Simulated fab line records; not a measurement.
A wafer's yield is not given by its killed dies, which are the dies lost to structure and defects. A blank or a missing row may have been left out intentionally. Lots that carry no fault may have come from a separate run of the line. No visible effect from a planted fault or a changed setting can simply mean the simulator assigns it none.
One fault through the eyes of 2 desks ; flow sky130 ; each desk holds nothing but its own numbers, with what lay behind them at the end

== THE METROLOGY DESK ==
What the gauges read, lot by lot, whatever tool the lot ran on: means of the sampled wafers that have a number. Any lot whose mean is over 4 standard deviations away from the usual mean is out of limits and marked OUT; that distance is given in the brackets.
Columns: A = DNWELL_TW at SKY_DNWELL_TW_MEAS_09, usual 1125; B = VT_ADJUST_LVTN_2_TW at SKY_VT_ADJUST_LVTN_TW_MEAS_21, usual 189.5
lot;first seen here;A;B
L401;day 3 07:07;1123;190.2
L404;day 3 20:32;1136;189.4
L403;day 3 20:55;1125;188.5
L411;day 5 11:47;1127;190.7
L414;day 6 03:12;1125;190.7
L415;day 6 06:05;1123;190.3
L416;day 6 14:41;1138;190.2
L418;day 7 01:30;1128;190.1
L420;day 7 12:00;1124;190.3
L423;day 8 17:32;1125;189.8
L424;day 8 20:52;1114;190.6
Result from this desk: across the 11 lots, nothing is out of limits.

== AT THE TOOL OWNER'S DESK: rie_diel-01 ==
The tool's own readings at SKY_FIELD_ISO_ETCH_15 (etches the open film in CHF3/O2, stops on Si, target depth 180 nm, time 72 s): means of the sampled wafers that have a number, for each lot that ran on this tool. Any lot whose mean is over 4 standard deviations away from the usual mean is out of limits and marked OUT; that distance is given in the brackets.
Columns: A = drypump_motor_current_A at SKY_FIELD_ISO_ETCH_15, usual 5.8 A; B = oes_product_au at SKY_FIELD_ISO_ETCH_15, usual 0.945 a.u.; C = run_length_s at SKY_FIELD_ISO_ETCH_15, usual 100.2 s; D = throttle_valve_pct at SKY_FIELD_ISO_ETCH_15, usual 8.843 %
lot;first seen here;A;B;C;D
L401;day 2 06:27;5.3;0.943;100.5;8.850
L411;day 4 08:53;5.7;0.979 (+5.7) OUT;95.4 (-13) OUT;8.856
This desk finds L411 out of limits, L411 being first, at day 4 08:53 (oes_product_au at SKY_FIELD_ISO_ETCH_15). L401: within limits.

== ALL TOGETHER ==
The tool owner's desk could have raised an alarm at day 4 08:53, on L411.
From the metrology desk's view, nothing was out of limits.
The metrology desk has L411 on record, within its limits.
The lots listed all ran SKY_FIELD_ISO_ETCH_15 on rie_diel-01.

== WHAT THE SIMULATOR HAD PUT IN ==
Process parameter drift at SKY_FIELD_ISO_ETCH_15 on rie_diel-01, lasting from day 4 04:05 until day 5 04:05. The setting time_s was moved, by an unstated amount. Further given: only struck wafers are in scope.
Shown lots that were struck: L411.
Time in hours from fault onset to the first out-of-limits reading at each desk: the tool owner's desk, 5.
